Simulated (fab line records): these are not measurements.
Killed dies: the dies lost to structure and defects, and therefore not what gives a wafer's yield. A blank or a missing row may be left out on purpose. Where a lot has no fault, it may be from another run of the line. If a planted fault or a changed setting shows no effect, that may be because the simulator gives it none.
Code-filled problem report in 8D (eight disciplines) form    flow sky130    the parts of the form that need people (team, actions taken, sign-off) are left out

== 1. PROBLEM STATEMENT ==
Mean of strip_time_to_endpoint_s at SKY_SD_P_STRIP_10: 17.83 s across 3 wafers in 2 lots; on wafers with no fault it is 17.51 s (standard deviation 0.039). Relative to the usual mean, that is a shift of +8.3 standard deviations.
The step: strips in O2/N2.
First seen on wafer L590.2, day 30 13:44, on plasma_asher-02. Wafers with a number at this step in the record: 38, from 13 lots. Rule for "out" (also "out of limits"): further than 4 standard deviations from the usual mean. The rest of the wafers with a number are treated as sound.

== 2. WHAT THIS IS AND IS NOT ==
question                     is                        is not
which readings at this step  strip_time_to_endpoint_s  drypump_motor_current_A, oes_product_au
which lots                   L590, L591                L577, L578, L579, L580, L581, L582, L583, L594, L595, L596, L597
which wafers of those lots   L590.2, L591.2, L591.5    L590.4, L590.6
read on which tools          plasma_asher-02           plasma_asher-01, plasma_asher-04
when                         from day 30 13:44         up to then (23 sound wafers); but 12 sound wafers of L594, L595, L596, L597 came after

== 3. WHAT RULES OUT EACH SUSPECT ==
Counting: any tool at a process step up to the reading remains a suspect provided it ran every lot that is out. Sound lots after the first of them don't rule it out here, since some wafers of a struck lot are sound.
- litho_track-02 at SKY_SD_P_COAT_02 (resist thk 1140 nm): kept. It processed each lot that is out (first: L590, day 29 23:41); up to then, its last sound lot is L582 (day 26 22:04).
- plasma_asher-02 at SKY_SD_P_STRIP_10 (strips in O2/N2): kept. It ran every lot that is out, first L590 (day 30 13:44). Its own strip_time_to_endpoint_s readings are out on those wafers.
After counting, litho_track-02 at SKY_SD_P_COAT_02 and plasma_asher-02 at SKY_SD_P_STRIP_10 remain.

== 4. THE CAUSE (what the simulator had put in) ==
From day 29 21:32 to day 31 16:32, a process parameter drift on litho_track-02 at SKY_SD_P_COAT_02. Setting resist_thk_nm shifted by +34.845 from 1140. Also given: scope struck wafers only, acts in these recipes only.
This tool is one of the 2 suspects left after counting.

== 5. THE EFFECT CHAIN, in route order ==
One row per reading whose mean, taken over the struck wafers that have a number, lies over 3 standard deviations from the usual. Only readings whose record carries a usual standard deviation are examined. hours: median over the lots of the time between each lot's start at the first step of this table that gives one and its start at this step. sigmas: the change, counted in usual standard deviations.
hours  step               reading                   usual    on struck wafers  change  sigmas
0      SKY_SD_P_STRIP_10  strip_time_to_endpoint_s  17.51 s  17.83             +0.32   +8.3
Its process steps:
- SKY_SD_P_STRIP_10: strips in O2/N2.

== 6. WHAT WOULD HAVE CAUGHT IT SOONER ==
16 hours passed between the start of the fault at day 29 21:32 and the first reading out of limits in this record, taken at day 30 13:44.
Of the tool readings at SKY_SD_P_COAT_02 for which the record gives a usual standard deviation, none was out on any struck wafer, so an alarm limit of 4 standard deviations on them would not have fired.
Each of the lots that are out, 2 in all, had begun SKY_SD_P_COAT_02 on litho_track-02 no later than day 30 13:44. None of them would have been spared by holding the tool at that moment.
